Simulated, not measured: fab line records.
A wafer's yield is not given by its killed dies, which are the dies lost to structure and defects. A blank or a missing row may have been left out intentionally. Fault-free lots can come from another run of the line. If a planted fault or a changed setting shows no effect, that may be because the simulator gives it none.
Code-filled problem report in 8D (eight disciplines) form	flow sky130	the parts of the form that need people (team, actions taken, sign-off) are left out

== 1. WHAT WENT WRONG ==
At SKY_PAD_OPEN_DEHYDRATE_00, run-length-s averages 96.14 s over 6 wafers from 2 lots, while fault-free wafers read 89.29 s, standard deviation 0.2. That puts it +34 standard deviations away from the usual mean.
The step: time 60 s.
First seen on wafer L804.1, day 46 17:08, on litho-track-04. Wafers with a number at this step in the record: 36, from 12 lots. Rule for "out", or "out of limits": more than 4 standard deviations from the usual mean. The other wafers with a number count as sound.

== 2. WHAT IT IS AND WHAT IT IS NOT ==
question	is	is not
which readings at this step	run-length-s	-
which lots	L804, L805	L799, L800, L802, L803, L812, L817, L818, L819, L821, L822
which wafers of those lots	all that have a number	-
read on which tools	litho-track-04	litho-track-01, litho-track-02
when	from day 46 17:08	up to then (12 sound wafers); but 18 sound wafers of L812, L817, L818, L819, L821, L822 came after

== 3. THE SUSPECTS, EACH WITH WHAT RULES IT OUT ==
Counting: a tool at a process step up to the reading stays a suspect if it ran every lot that is out and no sound lot after the first of them.
- rie-metal-03 at SKY_METAL4_METAL_ETCH_18 (etches the open film in Cl2/BCl3, stops on SiO2, target depth 845 nm, time 183.1 s): ruled out as a lasting fault. The sound lots L817, L818, L819, L822 went through it after L804, its earliest lot that is out (day 43 11:08).
- litho-track-04 at SKY_PAD_OPEN_DEHYDRATE_00 (time 60 s): kept. Every lot that is out went through it, starting with L804 (day 46 17:08), and after that it ran no sound lot; the last sound lot it ran before then is L803 (day 46 16:29). Out on those wafers are its own readings of run-length-s.
Left after counting: litho-track-04 at SKY_PAD_OPEN_DEHYDRATE_00.

== 4. THE CAUSE (what the simulator had put in) ==
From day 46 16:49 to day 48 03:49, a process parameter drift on litho-track-04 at SKY_PAD_OPEN_DEHYDRATE_00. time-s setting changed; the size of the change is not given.
This tool alone remained once counting was done.

== 5. THE EFFECT CHAIN, in route order ==
Each row: a reading whose mean over the struck wafers that have a number lies more than 3 standard deviations from the usual. Readings are gone through only where the record gives a usual standard deviation; hours: the median, over the lots, of the time from a lot's start at the first step in this table giving one to that lot's start at this step; sigmas: the change measured in usual standard deviations.
hours	step	reading	usual	on struck wafers	change	sigmas
0	SKY_PAD_OPEN_DEHYDRATE_00	run-length-s	89.29 s	96.14	+6.85	+34
The process steps in it:
- SKY_PAD_OPEN_DEHYDRATE_00: time 60 s.

== 6. WHAT WOULD HAVE CAUGHT IT SOONER ==
In this record no reading fell out of limits until day 46 17:08, 0 hours after the fault had begun at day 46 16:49.
